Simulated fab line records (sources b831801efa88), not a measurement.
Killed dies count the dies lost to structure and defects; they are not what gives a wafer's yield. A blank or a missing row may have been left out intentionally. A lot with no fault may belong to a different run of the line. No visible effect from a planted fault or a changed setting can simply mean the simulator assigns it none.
fab line records / flow sky130 / part 2 of 2: steps 25 to 34 of 34
record: lots: 5 wafers: 15 last-day: 49
route steps=708 shown CAPM@549 METAL3@555 VIA3@573
lots that met no fault: from a run of the same line without faults
start-h: hours from the record's first day to the start of the lot's first wafer shown / wait-h: time in hours since the lot's previous step / " unchanged from the row above / L1.1+2: one row covering several wafers at once / - no value present, or no start provided / * or withheld: withheld / < > ~ a bound
route shown NAME@n: a module of which the file shows steps, and the number in the route of the first / usual: mean/standard deviation of fault-free wafers / same: alike in all rows / chamber/n: place in a boat / sites: per-site readings / _std_site: their standard deviation / _edge_site: mean of outer sites minus mean of inner sites / radius-mm: for every site, how far away it sits from the centre of the wafer / mask NAME#n: copy n / behind: the most recent tool/chamber to have shaped the wafer / hold: the reason the lot was held/the length of the hold in hours/how it ended / device: the transistor (n, p or np) that didn't switch / end of line: tests run on the same wafers once the route is complete / a step with no rows: only its recipe / killed: dies lost to structure and defects at the first sort, not the wafer's yield / map: a wafer's dies, x killed, . not, _ none there
set.NAME: setting as actually run; set.NAME@STEP: the setting as run at that earlier step / model.NAME: the simulator's own value behind a step, which no gauge read
certain route steps with their lots: each step a table, each wafer a row
services: the hour from which a tool's chamber was out of use, counted from the record's first day as start-h (under 0 if before that day), plus the number of hours and why
== steps ==
step: SKY_VIA3_HDPCVD_00
recipe: material: SiO2 target-thk-nm: 1635 sigma-open-frac: 0.3 time-s: 272.5 temp-c: 400 sih4-flow-sccm: 60 pressure-mtorr: 6
usual: sih4-flow-sccm: 59.99/0.17
lot.wafer=L077.1 tool=hdpcvd-01 chamber=0 start-h=917.76 wait-h=0.0 sih4-flow-sccm=59.95
lot.wafer=L077.3 tool=hdpcvd-01 chamber=2 start-h=917.76 wait-h=0.0 sih4-flow-sccm=59.80
lot.wafer=L077.6 tool=hdpcvd-01 chamber=2 start-h=917.76 wait-h=0.0 sih4-flow-sccm=59.86
lot.wafer=L078.1 tool=hdpcvd-01 chamber=2 start-h=924.53 wait-h=0.0 sih4-flow-sccm=59.92
lot.wafer=L078.4 tool=hdpcvd-01 chamber=2 start-h=924.53 wait-h=0.0 sih4-flow-sccm=59.96
lot.wafer=L078.5 tool=hdpcvd-01 chamber=0 start-h=924.53 wait-h=0.0 sih4-flow-sccm=60.14
lot.wafer=L080.1 tool=hdpcvd-02 chamber=1 start-h=947.06 wait-h=0.0 sih4-flow-sccm=60.40
lot.wafer=L080.3 tool=hdpcvd-02 chamber=0 start-h=947.06 wait-h=0.0 sih4-flow-sccm=59.67
lot.wafer=L080.5 tool=hdpcvd-02 chamber=0 start-h=947.06 wait-h=0.0 sih4-flow-sccm=59.79
lot.wafer=L083.2 tool=hdpcvd-02 chamber=1 start-h=986.33 wait-h=0.0 sih4-flow-sccm=59.93
lot.wafer=L083.3 tool=hdpcvd-02 chamber=2 start-h=986.33 wait-h=0.0 sih4-flow-sccm=59.94
lot.wafer=L083.4 tool=hdpcvd-02 chamber=1 start-h=986.33 wait-h=0.0 sih4-flow-sccm=59.89
lot.wafer=L091.1 tool=hdpcvd-02 chamber=1 start-h=1027.16 wait-h=0.0 sih4-flow-sccm=60.11
lot.wafer=L091.4 tool=hdpcvd-02 chamber=0 start-h=1027.16 wait-h=0.0 sih4-flow-sccm=60.04
lot.wafer=L091.6 tool=hdpcvd-02 chamber=2 start-h=1027.16 wait-h=0.0 sih4-flow-sccm=60.19
step: SKY_VIA3_THK_MEAS_01
recipe: reads: SiO2_of_VIA3_HDPCVD_00
usual: VIA3_HDPCVD_THK: 1629/17
lot.wafer=L077.1 tool=film-metro-03 chamber=- start-h=917.93 wait-h=0.1 VIA3_HDPCVD_THK[nm]=1613
lot.wafer=L077.3 tool=film-metro-03 chamber=- start-h=917.93 wait-h=0.1 VIA3_HDPCVD_THK[nm]=1603
lot.wafer=L077.6 tool=film-metro-03 chamber=- start-h=917.93 wait-h=0.1 VIA3_HDPCVD_THK[nm]=1612
lot.wafer=L078.1 tool=film-metro-03 chamber=- start-h=924.70 wait-h=0.1 VIA3_HDPCVD_THK[nm]=1627
lot.wafer=L078.4 tool=film-metro-03 chamber=- start-h=924.70 wait-h=0.1 VIA3_HDPCVD_THK[nm]=1628
lot.wafer=L078.5 tool=film-metro-03 chamber=- start-h=924.70 wait-h=0.1 VIA3_HDPCVD_THK[nm]=1651
lot.wafer=L080.1 tool=film-metro-04 chamber=- start-h=947.23 wait-h=0.1 VIA3_HDPCVD_THK[nm]=1614
lot.wafer=L080.3 tool=film-metro-04 chamber=- start-h=947.23 wait-h=0.1 VIA3_HDPCVD_THK[nm]=1633
lot.wafer=L080.5 tool=film-metro-04 chamber=- start-h=947.23 wait-h=0.1 VIA3_HDPCVD_THK[nm]=1641
lot.wafer=L083.2 tool=film-metro-04 chamber=- start-h=986.51 wait-h=0.1 VIA3_HDPCVD_THK[nm]=1634
lot.wafer=L083.3 tool=film-metro-04 chamber=- start-h=986.51 wait-h=0.1 VIA3_HDPCVD_THK[nm]=1639
lot.wafer=L083.4 tool=film-metro-04 chamber=- start-h=986.51 wait-h=0.1 VIA3_HDPCVD_THK[nm]=1647
lot.wafer=L091.1 tool=film-metro-04 chamber=- start-h=1027.32 wait-h=0.1 VIA3_HDPCVD_THK[nm]=1626
lot.wafer=L091.4 tool=film-metro-04 chamber=- start-h=1027.32 wait-h=0.1 VIA3_HDPCVD_THK[nm]=1645
lot.wafer=L091.6 tool=film-metro-04 chamber=- start-h=1027.32 wait-h=0.1 VIA3_HDPCVD_THK[nm]=1636
step: SKY_VIA3_CMP_02
recipe: material: SiO2 down-force-psi: 4 platen-rpm: 60 pad-velocity-m-s: 0.94248
usual: head-pressure-psi: 4.000/0.0087 motor-current-A: 12.0/1.5 retaining-ring-pressure-frac: 1.000/0.0048 slurry-flow-ml-min: 150.0/0.5
lot.wafer=L077.3 tool=cmp-02 chamber=3 start-h=918.09 wait-h=0.1 head-pressure-psi=4.012 motor-current-A=11.0 retaining-ring-pressure-frac=0.998 slurry-flow-ml-min=149.6
lot.wafer=L077.1 tool=cmp-02 chamber=0 start-h=918.09 wait-h=0.1 head-pressure-psi=4.006 motor-current-A=12.8 retaining-ring-pressure-frac=0.995 slurry-flow-ml-min=149.9
lot.wafer=L077.6 tool=cmp-02 chamber=1 start-h=918.09 wait-h=0.1 head-pressure-psi=4.000 motor-current-A=11.3 retaining-ring-pressure-frac=0.998 slurry-flow-ml-min=150.5
lot.wafer=L078.4 tool=cmp-01 chamber=3 start-h=926.62 wait-h=1.9 head-pressure-psi=4.005 motor-current-A=10.6 retaining-ring-pressure-frac=0.991 slurry-flow-ml-min=149.9
lot.wafer=L078.1 tool=cmp-01 chamber=1 start-h=926.62 wait-h=1.9 head-pressure-psi=3.992 motor-current-A=11.5 retaining-ring-pressure-frac=1.008 slurry-flow-ml-min=150.2
lot.wafer=L078.5 tool=cmp-01 chamber=0 start-h=926.62 wait-h=1.9 head-pressure-psi=4.004 motor-current-A=14.7 retaining-ring-pressure-frac=1.000 slurry-flow-ml-min=150.1
lot.wafer=L080.1 tool=cmp-01 chamber=3 start-h=947.39 wait-h=0.1 head-pressure-psi=4.000 motor-current-A=10.5 retaining-ring-pressure-frac=0.994 slurry-flow-ml-min=149.2
lot.wafer=L080.3 tool=cmp-01 chamber=0 start-h=947.39 wait-h=0.1 head-pressure-psi=4.014 motor-current-A=15.3 retaining-ring-pressure-frac=0.994 slurry-flow-ml-min=149.5
lot.wafer=L080.5 tool=cmp-01 chamber=2 start-h=947.39 wait-h=0.1 head-pressure-psi=4.008 motor-current-A=13.2 retaining-ring-pressure-frac=1.009 slurry-flow-ml-min=149.7
lot.wafer=L083.3 tool=cmp-02 chamber=0 start-h=986.56 wait-h=0.0 head-pressure-psi=4.011 motor-current-A=13.2 retaining-ring-pressure-frac=1.001 slurry-flow-ml-min=148.9
lot.wafer=L083.4 tool=cmp-02 chamber=2 start-h=986.56 wait-h=0.0 head-pressure-psi=4.005 motor-current-A=9.2 retaining-ring-pressure-frac=1.001 slurry-flow-ml-min=149.4
lot.wafer=L083.2 tool=cmp-02 chamber=3 start-h=986.56 wait-h=0.0 head-pressure-psi=4.015 motor-current-A=11.9 retaining-ring-pressure-frac=1.002 slurry-flow-ml-min=150.4
lot.wafer=L091.1 tool=cmp-02 chamber=3 start-h=1027.48 wait-h=0.1 head-pressure-psi=4.009 motor-current-A=11.7 retaining-ring-pressure-frac=1.000 slurry-flow-ml-min=150.5
lot.wafer=L091.4 tool=cmp-02 chamber=0 start-h=1027.48 wait-h=0.1 head-pressure-psi=4.007 motor-current-A=13.5 retaining-ring-pressure-frac=1.000 slurry-flow-ml-min=149.7
lot.wafer=L091.6 tool=cmp-02 chamber=2 start-h=1027.48 wait-h=0.1 head-pressure-psi=4.000 motor-current-A=9.8 retaining-ring-pressure-frac=1.001 slurry-flow-ml-min=151.4
step: SKY_VIA3_BOW_MEAS_03
recipe: mode: bow
usual: VIA3_BOW: 80/7.9
lot.wafer=L077.1 tool=film-metro-01 chamber=- start-h=918.29 wait-h=0.1 VIA3_BOW[um]=83
lot.wafer=L077.3 tool=film-metro-01 chamber=- start-h=918.29 wait-h=0.1 VIA3_BOW[um]=98
lot.wafer=L077.6 tool=film-metro-01 chamber=- start-h=918.29 wait-h=0.1 VIA3_BOW[um]=82
lot.wafer=L078.1 tool=film-metro-01 chamber=- start-h=926.92 wait-h=0.1 VIA3_BOW[um]=80
lot.wafer=L078.4 tool=film-metro-01 chamber=- start-h=926.92 wait-h=0.1 VIA3_BOW[um]=79
lot.wafer=L078.5 tool=film-metro-01 chamber=- start-h=926.92 wait-h=0.1 VIA3_BOW[um]=79
lot.wafer=L080.1 tool=film-metro-01 chamber=- start-h=947.59 wait-h=0.1 VIA3_BOW[um]=79
lot.wafer=L080.3 tool=film-metro-01 chamber=- start-h=947.59 wait-h=0.1 VIA3_BOW[um]=88
lot.wafer=L080.5 tool=film-metro-01 chamber=- start-h=947.59 wait-h=0.1 VIA3_BOW[um]=84
lot.wafer=L083.2 tool=film-metro-01 chamber=- start-h=986.88 wait-h=0.1 VIA3_BOW[um]=72
lot.wafer=L083.3 tool=film-metro-01 chamber=- start-h=986.88 wait-h=0.1 VIA3_BOW[um]=82
lot.wafer=L083.4 tool=film-metro-01 chamber=- start-h=986.88 wait-h=0.1 VIA3_BOW[um]=81
lot.wafer=L091.1 tool=film-metro-04 chamber=- start-h=1027.68 wait-h=0.1 VIA3_BOW[um]=75
lot.wafer=L091.4 tool=film-metro-04 chamber=- start-h=1027.68 wait-h=0.1 VIA3_BOW[um]=76
lot.wafer=L091.6 tool=film-metro-04 chamber=- start-h=1027.68 wait-h=0.1 VIA3_BOW[um]=69
step: SKY_VIA3_DEHYDRATE_04
recipe: temp-c: 200 time-s: 60
usual: chill-plate-temp-C: 23.01/0.12
lot.wafer=L077.1 tool=litho-track-02 chamber=0 start-h=929.95 wait-h=11.6 chill-plate-temp-C=23.15
lot.wafer=L077.3 tool=litho-track-02 chamber=0 start-h=929.95 wait-h=11.6 chill-plate-temp-C=23.18
lot.wafer=L077.6 tool=litho-track-02 chamber=0 start-h=929.95 wait-h=11.6 chill-plate-temp-C=23.01
lot.wafer=L078.1 tool=litho-track-03 chamber=0 start-h=937.24 wait-h=10.3 chill-plate-temp-C=22.99
lot.wafer=L078.4 tool=litho-track-03 chamber=0 start-h=937.24 wait-h=10.3 chill-plate-temp-C=23.00
lot.wafer=L078.5 tool=litho-track-03 chamber=0 start-h=937.24 wait-h=10.3 chill-plate-temp-C=23.04
lot.wafer=L080.1 tool=litho-track-04 chamber=0 start-h=958.01 wait-h=10.4 chill-plate-temp-C=23.02
lot.wafer=L080.3 tool=litho-track-04 chamber=0 start-h=958.01 wait-h=10.4 chill-plate-temp-C=22.94
lot.wafer=L080.5 tool=litho-track-04 chamber=0 start-h=958.01 wait-h=10.4 chill-plate-temp-C=22.97
lot.wafer=L083.2 tool=litho-track-02 chamber=0 start-h=998.63 wait-h=11.7 chill-plate-temp-C=23.11
lot.wafer=L083.3 tool=litho-track-02 chamber=0 start-h=998.63 wait-h=11.7 chill-plate-temp-C=23.07
lot.wafer=L083.4 tool=litho-track-02 chamber=0 start-h=998.63 wait-h=11.7 chill-plate-temp-C=23.15
lot.wafer=L091.1 tool=litho-track-02 chamber=0 start-h=1037.55 wait-h=9.8 chill-plate-temp-C=23.30
lot.wafer=L091.4 tool=litho-track-02 chamber=0 start-h=1037.55 wait-h=9.8 chill-plate-temp-C=23.00
lot.wafer=L091.6 tool=litho-track-02 chamber=0 start-h=1037.55 wait-h=9.8 chill-plate-temp-C=23.01
step: SKY_VIA3_HMDS_05
recipe: prime-time-s: 60 prime-temp-c: 120
usual: chill-plate-temp-C: 23.01/0.12
lot.wafer=L077.1 tool=litho-track-02 chamber=0 start-h=930.10 wait-h=0.1 chill-plate-temp-C=22.82
lot.wafer=L077.3 tool=litho-track-02 chamber=0 start-h=930.10 wait-h=0.1 chill-plate-temp-C=22.83
lot.wafer=L077.6 tool=litho-track-02 chamber=0 start-h=930.10 wait-h=0.1 chill-plate-temp-C=22.60
lot.wafer=L078.1 tool=litho-track-03 chamber=0 start-h=937.39 wait-h=0.1 chill-plate-temp-C=23.10
lot.wafer=L078.4 tool=litho-track-03 chamber=0 start-h=937.39 wait-h=0.1 chill-plate-temp-C=23.33
lot.wafer=L078.5 tool=litho-track-03 chamber=0 start-h=937.39 wait-h=0.1 chill-plate-temp-C=23.20
lot.wafer=L080.1 tool=litho-track-04 chamber=0 start-h=958.16 wait-h=0.1 chill-plate-temp-C=23.01
lot.wafer=L080.3 tool=litho-track-04 chamber=0 start-h=958.16 wait-h=0.1 chill-plate-temp-C=22.91
lot.wafer=L080.5 tool=litho-track-04 chamber=0 start-h=958.16 wait-h=0.1 chill-plate-temp-C=23.01
lot.wafer=L083.2 tool=litho-track-02 chamber=0 start-h=998.78 wait-h=0.1 chill-plate-temp-C=22.94
lot.wafer=L083.3 tool=litho-track-02 chamber=0 start-h=998.78 wait-h=0.1 chill-plate-temp-C=23.00
lot.wafer=L083.4 tool=litho-track-02 chamber=0 start-h=998.78 wait-h=0.1 chill-plate-temp-C=22.85
lot.wafer=L091.1 tool=litho-track-02 chamber=0 start-h=1037.70 wait-h=0.1 chill-plate-temp-C=23.30
lot.wafer=L091.4 tool=litho-track-02 chamber=0 start-h=1037.70 wait-h=0.1 chill-plate-temp-C=23.03
lot.wafer=L091.6 tool=litho-track-02 chamber=0 start-h=1037.70 wait-h=0.1 chill-plate-temp-C=23.10
step: SKY_VIA3_COAT_06
recipe: resist: BARC temp-c: withheld time-s: withheld spin-rpm: 3000 resist-thk-nm: 60.37
usual: chill-plate-temp-C: *
lot.wafer=L077.1 tool=litho-track-02 chamber=0 start-h=930.25 wait-h=0.1 chill-plate-temp-C=*
lot.wafer=L077.3 tool=litho-track-02 chamber=0 start-h=930.25 wait-h=0.1 chill-plate-temp-C=*
lot.wafer=L077.6 tool=litho-track-02 chamber=0 start-h=930.25 wait-h=0.1 chill-plate-temp-C=*
lot.wafer=L078.1 tool=litho-track-03 chamber=0 start-h=937.54 wait-h=0.1 chill-plate-temp-C=*
lot.wafer=L078.4 tool=litho-track-03 chamber=0 start-h=937.54 wait-h=0.1 chill-plate-temp-C=*
lot.wafer=L078.5 tool=litho-track-03 chamber=0 start-h=937.54 wait-h=0.1 chill-plate-temp-C=*
lot.wafer=L080.1 tool=litho-track-04 chamber=0 start-h=958.31 wait-h=0.1 chill-plate-temp-C=*
lot.wafer=L080.3 tool=litho-track-04 chamber=0 start-h=958.31 wait-h=0.1 chill-plate-temp-C=*
lot.wafer=L080.5 tool=litho-track-04 chamber=0 start-h=958.31 wait-h=0.1 chill-plate-temp-C=*
lot.wafer=L083.2 tool=litho-track-02 chamber=0 start-h=998.93 wait-h=0.1 chill-plate-temp-C=*
lot.wafer=L083.3 tool=litho-track-02 chamber=0 start-h=998.93 wait-h=0.1 chill-plate-temp-C=*
lot.wafer=L083.4 tool=litho-track-02 chamber=0 start-h=998.93 wait-h=0.1 chill-plate-temp-C=*
lot.wafer=L091.1 tool=litho-track-02 chamber=0 start-h=1037.85 wait-h=0.1 chill-plate-temp-C=*
lot.wafer=L091.4 tool=litho-track-02 chamber=0 start-h=1037.85 wait-h=0.1 chill-plate-temp-C=*
lot.wafer=L091.6 tool=litho-track-02 chamber=0 start-h=1037.85 wait-h=0.1 chill-plate-temp-C=*
step: SKY_VIA3_COAT_07
recipe: resist: KrF-thick spin-rpm: 3000 resist-thk-nm: 450
usual: chill-plate-temp-C: 22.98/0.11
lot.wafer=L077.1 tool=litho-track-02 chamber=0 start-h=- wait-h=- chill-plate-temp-C=23.16
lot.wafer=L077.3 tool=litho-track-02 chamber=0 start-h=- wait-h=- chill-plate-temp-C=22.95
lot.wafer=L077.6 tool=litho-track-02 chamber=0 start-h=- wait-h=- chill-plate-temp-C=23.22
lot.wafer=L078.1 tool=litho-track-03 chamber=0 start-h=- wait-h=- chill-plate-temp-C=22.93
lot.wafer=L078.4 tool=litho-track-03 chamber=0 start-h=- wait-h=- chill-plate-temp-C=22.91
lot.wafer=L078.5 tool=litho-track-03 chamber=0 start-h=- wait-h=- chill-plate-temp-C=22.78
lot.wafer=L080.1 tool=litho-track-04 chamber=0 start-h=- wait-h=- chill-plate-temp-C=22.86
lot.wafer=L080.3 tool=litho-track-04 chamber=0 start-h=- wait-h=- chill-plate-temp-C=22.92
lot.wafer=L080.5 tool=litho-track-04 chamber=0 start-h=- wait-h=- chill-plate-temp-C=22.90
lot.wafer=L083.2 tool=litho-track-02 chamber=0 start-h=- wait-h=- chill-plate-temp-C=23.10
lot.wafer=L083.3 tool=litho-track-02 chamber=0 start-h=- wait-h=- chill-plate-temp-C=23.04
lot.wafer=L083.4 tool=litho-track-02 chamber=0 start-h=- wait-h=- chill-plate-temp-C=23.10
lot.wafer=L091.1 tool=litho-track-02 chamber=0 start-h=- wait-h=- chill-plate-temp-C=22.78
lot.wafer=L091.4 tool=litho-track-02 chamber=0 start-h=- wait-h=- chill-plate-temp-C=22.88
lot.wafer=L091.6 tool=litho-track-02 chamber=0 start-h=- wait-h=- chill-plate-temp-C=22.92
step: SKY_VIA3_SOFTBAKE_08
recipe: temp-c: 100 time-s: 90 resist: KrF-thick
usual: chill-plate-temp-C: 23.02/0.099
lot.wafer=L077.1 tool=litho-track-02 chamber=0 start-h=- wait-h=- chill-plate-temp-C=22.98
lot.wafer=L077.3 tool=litho-track-02 chamber=0 start-h=- wait-h=- chill-plate-temp-C=22.80
lot.wafer=L077.6 tool=litho-track-02 chamber=0 start-h=- wait-h=- chill-plate-temp-C=22.95
lot.wafer=L078.1 tool=litho-track-03 chamber=0 start-h=- wait-h=- chill-plate-temp-C=23.15
lot.wafer=L078.4 tool=litho-track-03 chamber=0 start-h=- wait-h=- chill-plate-temp-C=22.99
lot.wafer=L078.5 tool=litho-track-03 chamber=0 start-h=- wait-h=- chill-plate-temp-C=22.98
lot.wafer=L080.1 tool=litho-track-04 chamber=0 start-h=- wait-h=- chill-plate-temp-C=23.05
lot.wafer=L080.3 tool=litho-track-04 chamber=0 start-h=- wait-h=- chill-plate-temp-C=22.85
lot.wafer=L080.5 tool=litho-track-04 chamber=0 start-h=- wait-h=- chill-plate-temp-C=23.01
lot.wafer=L083.2 tool=litho-track-02 chamber=0 start-h=- wait-h=- chill-plate-temp-C=23.02
lot.wafer=L083.3 tool=litho-track-02 chamber=0 start-h=- wait-h=- chill-plate-temp-C=22.73
lot.wafer=L083.4 tool=litho-track-02 chamber=0 start-h=- wait-h=- chill-plate-temp-C=23.03
lot.wafer=L091.1 tool=litho-track-02 chamber=0 start-h=- wait-h=- chill-plate-temp-C=22.98
lot.wafer=L091.4 tool=litho-track-02 chamber=0 start-h=- wait-h=- chill-plate-temp-C=23.09
lot.wafer=L091.6 tool=litho-track-02 chamber=0 start-h=- wait-h=- chill-plate-temp-C=23.07
step: SKY_VIA3_EXPOSE_09
recipe: mask-id: VIM3 na: 0.8 source-shape: annular sigma-inner: 0.55 sigma-outer: 0.85 target-cd-nm: 200 dose-mj: 38
lot.wafer=L077.1+3+6 tool=krf-scanner-02 chamber=0 start-h=- wait-h=- mask=VIM3#0
lot.wafer=L078.1+4+5 tool=krf-scanner-02 chamber=0 start-h=- wait-h=- mask=VIM3#0
lot.wafer=L080.1+3+5 tool=krf-scanner-01 chamber=0 start-h=- wait-h=- mask=VIM3#0
lot.wafer=L083.2+3+4 tool=krf-scanner-02 chamber=0 start-h=- wait-h=- mask=VIM3#0
lot.wafer=L091.1+4+6 tool=krf-scanner-02 chamber=0 start-h=- wait-h=- mask=VIM3#0
== services ==
tool=krf-scanner-01 chamber=- start-h=880.52 hours=3.6 kind=pm
tool=rie-metal-03 chamber=- start-h=880.65 hours=0.1 kind=repair
tool=rie-metal-02 chamber=- start-h=886.63 hours=0.2 kind=repair
tool=rie-metal-01 chamber=- start-h=895.79 hours=14.6 kind=pm
tool=cmp-02 chamber=- start-h=908.99 hours=7.3 kind=pm
tool=hdpcvd-02 chamber=- start-h=913.08 hours=6.0 kind=pm
tool=krf-scanner-02 chamber=- start-h=913.16 hours=0.8 kind=pm
tool=krf-scanner-01 chamber=- start-h=920.15 hours=0.8 kind=pm
tool=plasma-asher-01 chamber=- start-h=928.51 hours=3.1 kind=repair
tool=krf-scanner-02 chamber=- start-h=931.32 hours=1.0 kind=pm
tool=wet-bench-03 chamber=- start-h=937.39 hours=3.4 kind=repair
tool=krf-scanner-01 chamber=- start-h=950.30 hours=1.0 kind=pm
tool=krf-scanner-02 chamber=- start-h=957.59 hours=1.3 kind=pm
tool=krf-scanner-02 chamber=- start-h=971.21 hours=1.3 kind=repair
tool=krf-scanner-01 chamber=- start-h=980.82 hours=1.8 kind=repair
tool=plasma-asher-01 chamber=- start-h=982.43 hours=0.4 kind=repair
tool=rie-metal-01 chamber=- start-h=989.50 hours=1.4 kind=pm
tool=krf-scanner-01 chamber=- start-h=995.66 hours=1.3 kind=pm
tool=plasma-asher-01 chamber=- start-h=999.09 hours=3.7 kind=repair
tool=wet-bench-03 chamber=- start-h=999.84 hours=4.4 kind=pm
tool=krf-scanner-02 chamber=- start-h=1008.71 hours=4.0 kind=pm
tool=krf-scanner-02 chamber=- start-h=1012.73 hours=0.8 kind=pm
tool=plasma-asher-01 chamber=- start-h=1018.19 hours=0.9 kind=repair
tool=krf-scanner-01 chamber=- start-h=1035.12 hours=4.0 kind=pm
